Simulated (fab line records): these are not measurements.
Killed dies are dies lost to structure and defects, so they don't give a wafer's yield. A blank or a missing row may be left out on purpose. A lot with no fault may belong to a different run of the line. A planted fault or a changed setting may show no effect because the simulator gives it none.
One fault seen from 2 desks :: flow sky130 :: each desk has only its own numbers; what lay behind them comes last

TOOL OWNER'S DESK, pvd sputter-01
The tool's own readings at SKY_METAL1_SPUTTER_03 (material Ti, target thk 5 nm, time 3.3 s): means of the sampled wafers that have a number, for each lot that ran on this tool. A lot is out of limits, marked OUT, if its mean lies more than 4 standard deviations from the usual mean; the brackets give that distance.
Columns: A = cathode dc power W at SKY_METAL1_SPUTTER_03, usual 2999.9 W; B = throttle valve pct at SKY_METAL1_SPUTTER_03, usual 29.9 %
lot: L113
first seen here: day 34 11:15
A: 2999.8
B: 27.8

lot: L119
first seen here: day 36 04:27
A: 3000.0
B: 29.6

lot: L125
first seen here: day 38 02:40
A: 3024.9 (+45) OUT
B: 29.8
Finding of this desk: L125 out of limits; the first was L125 at day 38 02:40, on cathode dc power W at SKY_METAL1_SPUTTER_03. In limits: L113, L119.

METROLOGY DESK
Lot by lot, what the gauges showed, no matter which tool ran the lot: averages of those sampled wafers that carry a number. A lot is out of limits, marked OUT, if its mean lies more than 4 standard deviations from the usual mean; the brackets give that distance.
Columns: A = CONTACT_BOW at SKY_CONTACT_BOW_MEAS_05, usual 81 um
lot: L105
first seen here: day 30 09:02
A: 82

lot: L106
first seen here: day 30 22:32
A: 81

lot: L107
first seen here: day 31 03:33
A: 83

lot: L110
first seen here: day 32 05:55
A: 72

lot: L113
first seen here: day 33 07:23
A: 78

lot: L114
first seen here: day 33 10:34
A: 85

lot: L115
first seen here: day 33 17:47
A: 82

lot: L117
first seen here: day 34 07:52
A: 78

lot: L118
first seen here: day 34 19:26
A: 77

lot: L119
first seen here: day 34 23:37
A: 82

lot: L125
first seen here: day 36 22:49
A: 82

lot: L128
first seen here: day 38 09:02
A: 88
This desk's finding: nothing out of limits on any of the 12 lots.

PUT TOGETHER
On L125, at day 38 02:40, an alarm was possible from the tool owner's desk.
Nothing out of limits was seen by the metrology desk.
The metrology desk has L125 on record, within its limits.
The lots listed all ran SKY_METAL1_SPUTTER_03 on pvd sputter-01.

WHAT THE SIMULATOR HAD INSERTED
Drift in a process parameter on pvd sputter-01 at SKY_METAL1_SPUTTER_03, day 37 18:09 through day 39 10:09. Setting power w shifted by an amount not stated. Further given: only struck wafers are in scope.
Lots struck among those shown: L125.
Time in hours from fault onset to the first out-of-limits reading at each desk: the tool owner's desk, 9.
